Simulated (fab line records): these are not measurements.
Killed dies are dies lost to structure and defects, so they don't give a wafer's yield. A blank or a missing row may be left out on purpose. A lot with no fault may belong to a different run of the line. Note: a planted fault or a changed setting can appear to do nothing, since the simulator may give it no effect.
fab line records	flow gf180mcu	part 1 of 2: steps 1 to 23 of 32
[record] lots = 5	wafers = 15	last-day = 34
route steps=602 shown VT_IMPLANT@98
lots untouched by any fault: they come from a run of this same line in which no faults occurred
start-h: start of the lot's first displayed wafer, in hours after the record's first day	wait-h: hours from the lot's prior step to this one	" same as the row above	L1.1+2: several wafers, shown together as one row	- no value, or no start was given	* or withheld: withheld	< > ~ a bound
route shown NAME@n: a module of which the file shows steps, and the number in the route of the first	usual: mean/standard deviation of fault-free wafers	same: alike in all rows	chamber/n: place in a boat	sites: the reading at each site	_std_site: how widely they spread, as a standard deviation	_edge_site: the outer-site mean with the inner-site mean subtracted	radius-mm: how far each site lies from the wafer's centre	mask NAME#n: copy n	behind: tool/chamber where the wafer was last shaped	hold: cause of the lot's hold/its duration in hours/its outcome	device: whichever transistor did not switch (one of n, p or np)	end of line: the same wafers' tests at the end of the route	where a step has no rows: the recipe by itself	killed: dies that structure and defects cost at the first sort, which is not the same as the wafer's yield	map: dies across one wafer; x = killed, . = not, _ = none there
set.NAME: the setting as run; set.NAME@STEP: as run at that earlier step	model.NAME: the simulator's own value behind a step, which no gauge read
certain route steps with their lots: each step a table, each wafer a row
services: from which hour (start-h, from the record's first day; less than 0 if before it) a tool's chamber was out of use, for how many hours, and why
[[steps]]
[step GF_VT_IMPLANT_IMPLANT_08]
[recipe] species = BF2	energy-kev = 20	dose-cm2 = 8.29e+12	tilt-deg = 7
[usual] beam-energy-keV = 19.999/0.0062
lot.wafer	tool	chamber	start-h	wait-h	beam-energy-keV
L077.2	implanter-01	0	129.86	0.0	20.009
L077.4	"	0	"	"	20.006
L077.6	"	0	"	"	19.990
L082.1	implanter-03	0	164.71	0.0	20.006
L082.3	"	0	"	"	20.001
L082.4	"	0	"	"	19.998
L089.1	implanter-02	0	206.16	0.0	19.993
L089.2	"	0	"	"	19.991
L089.3	"	0	"	"	20.006
L090.1	implanter-03	0	209.81	0.0	20.000
L090.5	"	0	"	"	20.000
L090.6	"	0	"	"	20.005
L097.1	implanter-01	0	254.71	0.0	19.995
L097.3	"	0	"	"	19.998
L097.5	"	0	"	"	19.995
[step GF_VT_IMPLANT_STRIP_09]
[recipe] chemistry = O2/N2	power-w = 1400	pressure-mtorr = 1500	platen-temp-c = 250	o2-flow-sccm = 3000	n2-flow-sccm = 300	overash-fraction = 0.5
[usual] drypump-motor-current-A = 5.5/0.43	heater-power-w = 332/29	n2-flow-sccm = 300.1/0.84	oes-product-au = 0.716/0.0048	strip-time-to-endpoint-s = 12.65/0.034
lot.wafer	tool	chamber	start-h	wait-h	drypump-motor-current-A	heater-power-w	n2-flow-sccm	oes-product-au	rf-hours-counter-h	strip-time-to-endpoint-s
L077.2	plasma-asher-03	0	129.98	0.1	5.6	357	299.5	0.722	38	12.66
L077.4	"	0	"	"	5.5	360	299.7	0.718	-	12.61
L077.6	"	1	"	"	5.6	289	300.6	0.722	-	12.62
L082.1	plasma-asher-03	0	164.86	0.1	5.6	371	301.4	0.725	43	12.68
L082.3	"	1	"	"	5.5	295	300.3	0.715	-	12.70
L082.4	"	0	"	"	5.5	369	300.2	0.719	-	12.67
L089.1	plasma-asher-03	1	206.31	0.1	5.5	284	300.0	0.714	47	12.70
L089.2	"	0	"	"	5.6	363	301.0	0.714	47	12.69
L089.3	"	0	"	"	5.5	364	300.2	0.718	-	12.68
L090.1	plasma-asher-02	0	209.96	0.1	5.4	323	300.5	0.718	10	12.66
L090.5	"	0	"	"	5.4	329	299.9	0.712	-	12.64
L090.6	"	1	"	"	5.3	342	300.4	0.711	-	12.69
L097.1	plasma-asher-03	1	254.86	0.1	5.5	290	299.3	0.709	53	12.62
L097.3	"	0	"	"	5.6	380	299.4	0.717	-	12.64
L097.5	"	1	"	"	5.5	280	300.0	0.711	-	12.63
[step GF_VT_IMPLANT_TW_MEAS_10]
[usual] VT_IMPLANT_TW = 567.9/2.4
lot.wafer	tool	chamber	start-h	wait-h	VT_IMPLANT_TW
L077.2	film-metro-03	-	130.09	0.1	570.1
L077.4	"	-	"	"	568.7
L077.6	"	-	"	"	568.2
L082.1	film-metro-03	-	164.96	0.1	569.1
L082.3	"	-	"	"	568.6
L082.4	"	-	"	"	565.0
L089.1	film-metro-03	-	206.41	0.1	566.9
L089.2	"	-	"	"	566.6
L089.3	"	-	"	"	565.1
L090.1	film-metro-03	-	210.06	0.1	567.7
L090.5	"	-	"	"	570.6
L090.6	"	-	"	"	565.1
L097.1	film-metro-03	-	254.96	0.1	568.9
L097.3	"	-	"	"	566.1
L097.5	"	-	"	"	568.1
[step GF_VT_IMPLANT_DEHYDRATE_11]
[recipe] temp-c = 200	time-s = 60
[usual] exhaust-pa = 45.1/0.99
lot.wafer	tool	chamber	start-h	wait-h	exhaust-pa
L077.2	litho-track-04	0	137.05	6.9	45.5
L077.4	"	0	"	"	46.1
L077.6	"	0	"	"	45.9
L082.1	litho-track-01	0	172.09	7.1	44.5
L082.3	"	0	"	"	45.8
L082.4	"	0	"	"	45.4
L089.1	litho-track-03	0	214.88	8.5	45.4
L089.2	"	0	"	"	47.0
L089.3	"	0	"	"	44.7
L090.1	litho-track-01	0	218.44	8.4	44.6
L090.5	"	0	"	"	45.0
L090.6	"	0	"	"	46.2
L097.1	litho-track-01	0	264.54	9.6	44.7
L097.3	"	0	"	"	45.2
L097.5	"	0	"	"	44.1
[step GF_VT_IMPLANT_HMDS_12]
[recipe] prime-time-s = 57.35	prime-temp-c = 120
[usual] exhaust-pa = 45.2/0.85	prime-temp-c = 119.99/0.13
lot.wafer	tool	chamber	start-h	wait-h	exhaust-pa	prime-temp-c
L077.2	litho-track-04	0	137.20	0.1	45.0	120.08
L077.4	"	0	"	"	45.5	120.06
L077.6	"	0	"	"	44.8	120.09
L082.1	litho-track-01	0	172.24	0.1	45.3	119.99
L082.3	"	0	"	"	47.1	119.94
L082.4	"	0	"	"	45.8	120.09
L089.1	litho-track-03	0	215.03	0.1	44.5	120.05
L089.2	"	0	"	"	43.6	120.06
L089.3	"	0	"	"	44.0	120.01
L090.1	litho-track-01	0	218.59	0.1	44.8	120.13
L090.5	"	0	"	"	45.5	119.85
L090.6	"	0	"	"	45.1	120.11
L097.1	litho-track-01	0	264.69	0.1	44.4	119.94
L097.3	"	0	"	"	45.4	119.82
L097.5	"	0	"	"	45.6	119.94
[step GF_VT_IMPLANT_COAT_13]
[recipe] resist = NOVOLAK	spin-rpm = 3000	resist-thk-nm = 1000
[usual] dispense-pressure-kPa = 52.6/0.74	exhaust-pa = 45.2/0.8
lot.wafer	tool	chamber	start-h	wait-h	dispense-pressure-kPa	exhaust-pa
L077.2	litho-track-04	0	137.35	0.1	52.9	44.6
L077.4	"	0	"	"	52.9	44.4
L077.6	"	0	"	"	52.9	44.4
L082.1	litho-track-01	0	172.39	0.1	53.0	46.0
L082.3	"	0	"	"	53.1	46.2
L082.4	"	0	"	"	53.1	45.5
L089.1	litho-track-03	0	215.18	0.1	51.2	44.5
L089.2	"	0	"	"	51.1	45.3
L089.3	"	0	"	"	51.1	44.7
L090.1	litho-track-01	0	218.74	0.1	53.1	45.6
L090.5	"	0	"	"	53.1	45.4
L090.6	"	0	"	"	53.0	45.5
L097.1	litho-track-01	0	264.84	0.1	53.1	45.2
L097.3	"	0	"	"	53.1	44.2
L097.5	"	0	"	"	53.1	45.3
[step GF_VT_IMPLANT_SOFTBAKE_14]
[recipe] temp-c = 90	time-s = 60	resist = NOVOLAK
[usual] exhaust-pa = 44.8/0.96
lot.wafer	tool	chamber	start-h	wait-h	exhaust-pa
L077.2	litho-track-04	0	137.50	0.1	45.0
L077.4	"	0	"	"	45.6
L077.6	"	0	"	"	44.5
L082.1	litho-track-01	0	172.54	0.1	46.7
L082.3	"	0	"	"	46.4
L082.4	"	0	"	"	46.3
L089.1	litho-track-03	0	215.33	0.1	45.7
L089.2	"	0	"	"	44.8
L089.3	"	0	"	"	46.0
L090.1	litho-track-01	0	218.89	0.1	46.3
L090.5	"	0	"	"	44.8
L090.6	"	0	"	"	46.0
L097.1	litho-track-01	0	264.99	0.1	44.4
L097.3	"	0	"	"	45.4
L097.5	"	0	"	"	45.6
[step GF_VT_IMPLANT_EXPOSE_15]
[recipe] mask-id = Nwell_LV_AREA	target-cd-nm = 860	na = 0.6	source-shape = conventional	sigma-outer = 0.6	dose-mj = 140
[usual] focus-offset-nm = 0.0/0.5
lot.wafer	tool	chamber	start-h	wait-h	mask	focus-offset-nm
L077.2	iline-stepper-02	0	-	-	Nwell_LV_AREA#0	0.0
L077.4	"	0	"	"	Nwell_LV_AREA#0	-0.3
L077.6	"	0	"	"	Nwell_LV_AREA#0	0.6
L082.1	iline-stepper-01	0	-	-	Nwell_LV_AREA#0	-0.9
L082.3	"	0	"	"	Nwell_LV_AREA#0	-0.3
L082.4	"	0	"	"	Nwell_LV_AREA#0	-0.8
L089.1	iline-stepper-01	0	-	-	Nwell_LV_AREA#0	-0.4
L089.2	"	0	"	"	Nwell_LV_AREA#0	0.1
L089.3	"	0	"	"	Nwell_LV_AREA#0	-0.4
L090.1	iline-stepper-01	0	-	-	Nwell_LV_AREA#0	0.1
L090.5	"	0	"	"	Nwell_LV_AREA#0	-0.5
L090.6	"	0	"	"	Nwell_LV_AREA#0	0.7
L097.1	iline-stepper-02	0	-	-	Nwell_LV_AREA#0	-0.9
L097.3	"	0	"	"	Nwell_LV_AREA#0	-1.3
L097.5	"	0	"	"	Nwell_LV_AREA#0	-1.2
[step GF_VT_IMPLANT_PEB_16]
[recipe] temp-c = withheld	time-s = *	resist = NOVOLAK
[usual] exhaust-pa = 44.8/0.84
lot.wafer	tool	chamber	start-h	wait-h	exhaust-pa
L077.2	litho-track-01	0	-	-	44.7
L077.4	"	0	"	"	44.3
L077.6	"	0	"	"	44.8
L082.1	litho-track-04	0	-	-	46.1
L082.3	"	0	"	"	46.0
L082.4	"	0	"	"	45.1
L089.1	litho-track-01	0	-	-	45.2
L089.2	"	0	"	"	44.2
L089.3	"	0	"	"	43.5
L090.1	litho-track-01	0	-	-	43.4
L090.5	"	0	"	"	45.8
L090.6	"	0	"	"	44.1
L097.1	litho-track-01	0	-	-	43.3
L097.3	"	0	"	"	44.7
L097.5	"	0	"	"	45.2
[step GF_VT_IMPLANT_DEVELOP_17]
[recipe] develop-time-s = 60	dev-temp-c = 23
[usual] exhaust-pa = 44.9/0.92
[same] develop-time-s = 60
lot.wafer	tool	chamber	start-h	wait-h	exhaust-pa
L077.2	litho-track-01	0	145.77	0.1	46.0
L077.4	"	0	"	"	44.7
L077.6	"	0	"	"	46.7
L082.1	litho-track-04	0	180.62	0.1	44.4
L082.3	"	0	"	"	45.9
L082.4	"	0	"	"	44.9
L089.1	litho-track-01	0	224.19	0.1	45.0
L089.2	"	0	"	"	46.2
L089.3	"	0	"	"	45.7
L090.1	litho-track-01	0	227.59	0.1	44.9
L090.5	"	0	"	"	44.9
L090.6	"	0	"	"	45.7
L097.1	litho-track-01	0	274.14	0.1	44.6
L097.3	"	0	"	"	43.6
L097.5	"	0	"	"	43.5
[step GF_VT_IMPLANT_OVL_MEAS_18]
[usual] VT_IMPLANT_01_OVL = 1.1/1.5
lot.wafer	tool	chamber	start-h	wait-h	VT_IMPLANT_01_OVL[nm]
L077.2	overlay-01	-	145.90	0.1	-3.0
L077.4	"	-	"	"	-1.9
L077.6	"	-	"	"	-2.9
L082.1	overlay-01	-	180.77	0.1	2.5
L082.3	"	-	"	"	0.2
L082.4	"	-	"	"	4.3
L089.1	overlay-02	-	224.34	0.1	1.1
L089.2	"	-	"	"	3.6
L089.3	"	-	"	"	2.1
L090.1	overlay-01	-	227.74	0.1	0.5
L090.5	"	-	"	"	1.0
L090.6	"	-	"	"	0.0
L097.1	overlay-01	-	274.29	0.1	-0.9
L097.3	"	-	"	"	1.2
L097.5	"	-	"	"	0.6
[step GF_VT_IMPLANT_IMPLANT_19]
[recipe] species = As	energy-kev = 100	dose-cm2 = 4.35e+12	tilt-deg = 7
[usual] beam-energy-keV = 100.00/0.031
lot.wafer	tool	chamber	start-h	wait-h	beam-energy-keV
L077.2	implanter-03	0	145.96	0.0	100.01
L077.4	"	0	"	"	99.97
L077.6	"	0	"	"	99.97
L082.1	implanter-03	0	180.81	0.0	99.96
L082.3	"	0	"	"	99.98
L082.4	"	0	"	"	99.98
L089.1	implanter-02	0	224.38	0.0	99.97
L089.2	"	0	"	"	99.97
L089.3	"	0	"	"	99.98
L090.1	implanter-03	0	227.78	0.0	99.99
L090.5	"	0	"	"	99.96
L090.6	"	0	"	"	99.99
L097.1	implanter-01	0	274.33	0.0	99.94
L097.3	"	0	"	"	100.00
L097.5	"	0	"	"	99.92
[step GF_VT_IMPLANT_STRIP_20]
[recipe] chemistry = O2/N2	power-w = 1400	pressure-mtorr = 1500	platen-temp-c = 250	o2-flow-sccm = 3000	n2-flow-sccm = 300	overash-fraction = 0.5
[usual] drypump-motor-current-A = 5.6/0.52	heater-power-w = 333/25	n2-flow-sccm = 300.0/0.9	oes-product-au = 0.716/0.0044	strip-time-to-endpoint-s = 12.64/0.038
lot.wafer	tool	chamber	start-h	wait-h	drypump-motor-current-A	heater-power-w	n2-flow-sccm	oes-product-au	rf-hours-counter-h	strip-time-to-endpoint-s
L077.2	plasma-asher-04	1	146.08	0.1	6.5	316	299.6	0.706	53	12.75
L077.4	"	1	"	"	6.5	310	300.0	0.717	-	12.72
L077.6	"	1	"	"	6.5	312	300.5	0.713	-	12.79
L082.1	plasma-asher-03	0	180.96	0.1	5.6	366	300.0	0.718	45	12.59
L082.3	"	0	"	"	5.5	374	299.0	0.722	-	12.61
L082.4	"	1	"	"	5.5	298	301.5	0.716	-	12.60
L089.1	plasma-asher-04	0	224.53	0.1	4.9	362	299.9	0.715	61	12.65
L089.2	"	1	"	"	6.6	324	300.4	0.712	61	12.62
L089.3	"	1	"	"	6.6	303	299.8	0.720	-	12.67
L090.1	plasma-asher-02	0	227.93	0.1	5.4	331	299.1	0.713	12	12.63
L090.5	"	1	"	"	5.3	354	299.8	0.713	-	12.66
L090.6	"	0	"	"	5.4	326	300.5	0.718	-	12.67
L097.1	plasma-asher-04	0	274.48	0.1	4.9	357	298.2	0.712	65	12.69
L097.3	"	1	"	"	6.6	308	299.9	0.708	-	12.64
L097.5	"	1	"	"	6.6	309	299.9	0.714	-	12.67
[step GF_VT_IMPLANT_TW_MEAS_21]
[usual] VT_IMPLANT_2_TW = 1223/4.3
lot.wafer	tool	chamber	start-h	wait-h	VT_IMPLANT_2_TW
L077.2	film-metro-03	-	146.19	0.1	1220
L077.4	"	-	"	"	1227
L077.6	"	-	"	"	1219
L082.1	film-metro-03	-	181.06	0.1	1222
L082.3	"	-	"	"	1228
L082.4	"	-	"	"	1229
L089.1	film-metro-02	-	224.63	0.1	1223
L089.2	"	-	"	"	1217
L089.3	"	-	"	"	1222
L090.1	film-metro-02	-	228.03	0.1	1224
L090.5	"	-	"	"	1217
L090.6	"	-	"	"	1223
L097.1	film-metro-02	-	274.58	0.1	1228
L097.3	"	-	"	"	1222
L097.5	"	-	"	"	1220
[step GF_VT_IMPLANT_DEHYDRATE_22]
[recipe] temp-c = 200	time-s = 60
[usual] exhaust-pa = 44.8/0.85
lot.wafer	tool	chamber	start-h	wait-h	exhaust-pa
L077.2	litho-track-04	0	153.50	7.3	44.0
L077.4	"	0	"	"	42.9
L077.6	"	0	"	"	44.5
L082.1	litho-track-04	0	188.92	7.9	44.7
L082.3	"	0	"	"	46.2
L082.4	"	0	"	"	46.6
L089.1	litho-track-01	0	232.89	8.3	45.4
L089.2	"	0	"	"	45.1
L089.3	"	0	"	"	44.6
L090.1	litho-track-03	0	235.98	7.9	46.2
L090.5	"	0	"	"	45.0
L090.6	"	0	"	"	44.8
L097.1	litho-track-04	0	283.97	9.4	44.3
L097.3	"	0	"	"	45.0
L097.5	"	0	"	"	45.2
[step GF_VT_IMPLANT_HMDS_23]
[recipe] prime-time-s = 60	prime-temp-c = 120
[usual] exhaust-pa = 45.1/0.87	prime-temp-c = 120.01/0.13
lot.wafer	tool	chamber	start-h	wait-h	exhaust-pa	prime-temp-c
L077.2	litho-track-04	0	153.65	0.1	45.4	120.14
L077.4	"	0	"	"	45.8	120.00
L077.6	"	0	"	"	44.5	120.05
L082.1	litho-track-04	0	189.07	0.1	45.9	120.02
L082.3	"	0	"	"	45.0	120.03
L082.4	"	0	"	"	46.3	120.07
L089.1	litho-track-01	0	233.04	0.1	45.1	120.11
L089.2	"	0	"	"	44.7	120.01
L089.3	"	0	"	"	44.7	119.98
L090.1	litho-track-03	0	236.13	0.1	45.3	119.93
L090.5	"	0	"	"	44.3	120.14
L090.6	"	0	"	"	44.5	120.27
L097.1	litho-track-04	0	284.12	0.1	45.3	120.18
L097.3	"	0	"	"	44.5	119.97
L097.5	"	0	"	"	45.1	120.05
[step GF_VT_IMPLANT_COAT_24]
[recipe] resist = NOVOLAK	spin-rpm = 3000	resist-thk-nm = 1000
[usual] dispense-pressure-kPa = 52.4/0.86	exhaust-pa = 45.0/1.1
lot.wafer	tool	chamber	start-h	wait-h	dispense-pressure-kPa	exhaust-pa
L077.2	litho-track-04	0	153.80	0.1	52.9	46.5
L077.4	"	0	"	"	52.9	45.7
L077.6	"	0	"	"	52.8	46.9
L082.1	litho-track-04	0	189.22	0.1	52.8	46.8
L082.3	"	0	"	"	52.8	46.7
L082.4	"	0	"	"	52.8	45.8
L089.1	litho-track-01	0	233.19	0.1	53.0	44.9
L089.2	"	0	"	"	53.1	46.2
L089.3	"	0	"	"	53.1	44.3
L090.1	litho-track-03	0	236.28	0.1	51.1	42.7
L090.5	"	0	"	"	51.2	43.4
L090.6	"	0	"	"	51.2	42.9
L097.1	litho-track-04	0	284.27	0.1	52.8	47.1
L097.3	"	0	"	"	52.9	45.2
L097.5	"	0	"	"	52.8	45.1
[step GF_VT_IMPLANT_SOFTBAKE_25]
[recipe] temp-c = 90	time-s = 60	resist = NOVOLAK
[usual] exhaust-pa = 45.1/0.86
lot.wafer	tool	chamber	start-h	wait-h	exhaust-pa
L077.2	litho-track-04	0	153.95	0.1	44.0
L077.4	"	0	"	"	45.4
L077.6	"	0	"	"	45.3
L082.1	litho-track-04	0	189.37	0.1	46.2
L082.3	"	0	"	"	45.0
L082.4	"	0	"	"	44.6
L089.1	litho-track-01	0	233.34	0.1	45.4
L089.2	"	0	"	"	45.1
L089.3	"	0	"	"	45.5
L090.1	litho-track-03	0	236.43	0.1	45.8
L090.5	"	0	"	"	45.8
L090.6	"	0	"	"	45.5
L097.1	litho-track-04	0	284.42	0.1	44.2
L097.3	"	0	"	"	45.7
L097.5	"	0	"	"	46.4
[step GF_VT_IMPLANT_EXPOSE_26]
[recipe] mask-id = LVPWELL_HV_AREA	target-cd-nm = 860	na = 0.6	source-shape = conventional	sigma-outer = 0.6	dose-mj = 140
[usual] focus-offset-nm = 0.0/0.52
lot.wafer	tool	chamber	start-h	wait-h	mask	focus-offset-nm
L077.2	iline-stepper-01	0	-	-	LVPWELL_HV_AREA#0	0.1
L077.4	"	0	"	"	LVPWELL_HV_AREA#0	-0.2
L077.6	"	0	"	"	LVPWELL_HV_AREA#0	0.0
L082.1	iline-stepper-01	0	-	-	LVPWELL_HV_AREA#0	0.7
L082.3	"	0	"	"	LVPWELL_HV_AREA#0	-0.6
L082.4	"	0	"	"	LVPWELL_HV_AREA#0	0.1
L089.1	iline-stepper-02	0	-	-	LVPWELL_HV_AREA#0	0.4
L089.2	"	0	"	"	LVPWELL_HV_AREA#0	-0.3
L089.3	"	0	"	"	LVPWELL_HV_AREA#0	-0.7
L090.1	iline-stepper-02	0	-	-	LVPWELL_HV_AREA#0	-0.1
L090.5	"	0	"	"	LVPWELL_HV_AREA#0	-0.2
L090.6	"	0	"	"	LVPWELL_HV_AREA#0	-0.3
L097.1	iline-stepper-01	0	-	-	LVPWELL_HV_AREA#0	0.9
L097.3	"	0	"	"	LVPWELL_HV_AREA#0	0.1
L097.5	"	0	"	"	LVPWELL_HV_AREA#0	0.5
[step GF_VT_IMPLANT_PEB_27]
[recipe] temp-c = withheld	time-s = *	resist = NOVOLAK
[usual] exhaust-pa = 45.0/0.79
lot.wafer	tool	chamber	start-h	wait-h	exhaust-pa
L077.2	litho-track-03	0	-	-	45.2
L077.4	"	0	"	"	45.7
L077.6	"	0	"	"	45.0
L082.1	litho-track-03	0	-	-	45.1
L082.3	"	0	"	"	46.2
L082.4	"	0	"	"	43.9
L089.1	litho-track-04	0	-	-	45.6
L089.2	"	0	"	"	44.9
L089.3	"	0	"	"	45.4
L090.1	litho-track-03	0	-	-	45.9
L090.5	"	0	"	"	46.3
L090.6	"	0	"	"	46.1
L097.1	litho-track-04	0	-	-	43.9
L097.3	"	0	"	"	45.3
L097.5	"	0	"	"	44.0
[step GF_VT_IMPLANT_DEVELOP_28]
[recipe] develop-time-s = 60	dev-temp-c = 23
[usual] exhaust-pa = 45.0/0.79
[same] develop-time-s = 60
lot.wafer	tool	chamber	start-h	wait-h	exhaust-pa
L077.2	litho-track-03	0	161.55	0.1	43.6
L077.4	"	0	"	"	46.5
L077.6	"	0	"	"	45.1
L082.1	litho-track-03	0	197.63	0.1	45.1
L082.3	"	0	"	"	44.8
L082.4	"	0	"	"	44.7
L089.1	litho-track-04	0	242.32	0.1	45.4
L089.2	"	0	"	"	43.2
L089.3	"	0	"	"	44.2
L090.1	litho-track-03	0	245.88	0.1	45.7
L090.5	"	0	"	"	44.1
L090.6	"	0	"	"	44.6
L097.1	litho-track-04	0	294.27	0.1	45.6
L097.3	"	0	"	"	44.9
L097.5	"	0	"	"	45.1
[step GF_VT_IMPLANT_OVL_MEAS_29]
[usual] VT_IMPLANT_02_OVL = -0.3/1.3
lot.wafer	tool	chamber	start-h	wait-h	VT_IMPLANT_02_OVL[nm]
L077.2	overlay-02	-	161.68	0.1	-1.2
L077.4	"	-	"	"	-0.9
L077.6	"	-	"	"	-0.9
L082.1	overlay-02	-	197.78	0.1	0.1
L082.3	"	-	"	"	-1.0
L082.4	"	-	"	"	1.5
L089.1	overlay-01	-	242.47	0.1	0.6
L089.2	"	-	"	"	0.8
L089.3	"	-	"	"	1.1
L090.1	overlay-02	-	246.03	0.1	-0.6
L090.5	"	-	"	"	0.3
L090.6	"	-	"	"	-0.6
L097.1	overlay-01	-	294.42	0.1	0.1
L097.3	"	-	"	"	0.6
L097.5	"	-	"	"	-1.1
[step GF_VT_IMPLANT_IMPLANT_30]
[recipe] species = B	energy-kev = 25	dose-cm2 = 2.534e+12	tilt-deg = 7.51
[usual] beam-energy-keV = 24.999/0.0074
lot.wafer	tool	chamber	start-h	wait-h	beam-energy-keV
L077.2	implanter-03	0	161.74	0.0	24.992
L077.4	"	0	"	"	25.005
L077.6	"	0	"	"	25.007
L082.1	implanter-02	0	197.81	0.0	24.990
L082.3	"	0	"	"	25.004
L082.4	"	0	"	"	25.000
L089.1	implanter-02	0	242.51	0.0	24.985
L089.2	"	0	"	"	24.997
L089.3	"	0	"	"	24.992
L090.1	implanter-03	0	246.06	0.0	25.007
L090.5	"	0	"	"	24.997
L090.6	"	0	"	"	25.003
L097.1	implanter-02	0	294.46	0.0	25.001
L097.3	"	0	"	"	25.000
L097.5	"	0	"	"	24.981
